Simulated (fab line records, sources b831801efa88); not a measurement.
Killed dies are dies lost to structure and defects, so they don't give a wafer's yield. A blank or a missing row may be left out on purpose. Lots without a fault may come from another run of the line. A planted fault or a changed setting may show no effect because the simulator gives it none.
Problem report in the 8D (eight disciplines) form, filled by code | flow sky130 | the parts of the form that need people (team, actions taken, sign-off) are left out

1. THE PROBLEM
SONOS_ONO_CVD_04_THK at SKY_SONOS_ONO_THK_MEAS_05 reads a mean of 8.52 nm on 9 wafers of 3 lots; wafers without a fault read 5.70 nm with a standard deviation of 0.11. That is +26 standard deviations from the usual mean.
First seen on wafer L883.1, day 13 08:31, on film_metro-04. The record holds 36 wafers of 12 lots with a number at this step. Rule for "out", or "out of limits": more than 4 standard deviations from the usual mean. The other wafers with a number count as sound.

2. WHAT IT IS AND WHAT IT IS NOT
question                    | is                           | is not
which readings at this step | SONOS_ONO_CVD_04_THK         | -
which lots                  | L883, L884, L885             | L878, L881, L892, L894, L895, L897, L899, L900, L901
which wafers of those lots  | all that have a number       | -
read on which gauges        | film_metro-02, film_metro-04 | film_metro-03
when                        | from day 13 08:31            | up to then (6 sound wafers); but 21 sound wafers of L892, L894, L895, L897, L899, L900, L901 came after

3. SUSPECTS, AND WHAT RULES EACH OUT
Counting: a tool at a process step up to the reading stays a suspect if it ran every lot that is out and no sound lot after the first of them.
- the gauge at SKY_SONOS_ONO_THK_MEAS_05: ruled out. The wafers that are out were read on 2 gauges (film_metro-02, film_metro-04).
- lpcvd-03 at SKY_SONOS_ONO_CVD_04 (deposits SiO2 from SiH4/N2O, target thk 5.7199 nm): ruled out as a lasting fault. Sound lots L892, L894, L895, L897, L899, L900, L901 ran on it after its first lot that is out, L883 (day 13 07:16).
Left after counting: nothing in the record.

4. THE CAUSE (what the simulator had put in)
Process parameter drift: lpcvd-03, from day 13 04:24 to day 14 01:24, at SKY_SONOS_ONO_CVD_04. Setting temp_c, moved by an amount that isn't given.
Counting ruled it out, wrongly: the rule takes a fault to strike every lot that its tool runs from its start on, and this one did not.

5. THE CHAIN OF EFFECTS, in route order
Each row: a reading whose mean over the struck wafers that have a number lies more than 3 standard deviations from the usual. Only readings for which the record gives a usual standard deviation are gone through. hours: the time from each lot's start at the first step in this table that gives one to its start at this step, as a median over the lots. sigmas: the change in usual standard deviations.
hours | step                      | reading              | usual   | on struck wafers | change | sigmas
0     | SKY_SONOS_ONO_CVD_04      | spike_tc_bottom_C    | 917.0 C | 942.5            | +25.5  | +12
0     | SKY_SONOS_ONO_CVD_04      | spike_tc_centre_C    | 899.2 C | 925.2            | +26.0  | +19
0     | SKY_SONOS_ONO_CVD_04      | spike_tc_lower_C     | 901.3 C | 926.9            | +25.6  | +27
0     | SKY_SONOS_ONO_CVD_04      | spike_tc_top_C       | 913 C   | 938              | +25    | +6.7
0     | SKY_SONOS_ONO_CVD_04      | spike_tc_upper_C     | 900.7 C | 927.1            | +26.4  | +19
0     | SKY_SONOS_ONO_CVD_04      | susceptor_temp_C     | 900.0 C | 925.9            | +25.9  | +72
0     | SKY_SONOS_ONO_CVD_04      | zone_power_lower_pct | 17.83 % | 19.05            | +1.22  | +6.4
0     | SKY_SONOS_ONO_CVD_04      | zone_power_upper_pct | 18.6 %  | 19.9             | +1.3   | +4.0
1     | SKY_SONOS_ONO_THK_MEAS_05 | SONOS_ONO_CVD_04_THK | 5.70 nm | 8.52             | +2.82  | +26
The process steps in it:
- SKY_SONOS_ONO_CVD_04: deposits SiO2 from SiH4/N2O, target thk 5.7199 nm.
Later measuring or inspecting steps at which every struck wafer that the step has a row for has a number for every such reading, and none has moved that far: SKY_POLY_GATE_THK_MEAS_01.

6. WHAT WOULD HAVE CAUGHT IT SOONER
In this record the first reading out of limits at a measuring or inspecting step was taken at day 13 08:31, 4 hours after the fault began at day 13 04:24.
The tool's own readings at SKY_SONOS_ONO_CVD_04 were out on every struck wafer that the step has a row for (spike_tc_bottom_C, spike_tc_centre_C, spike_tc_lower_C, spike_tc_top_C, spike_tc_upper_C, susceptor_temp_C, zone_power_lower_pct): an alarm limit on them would have fired on the first of those.
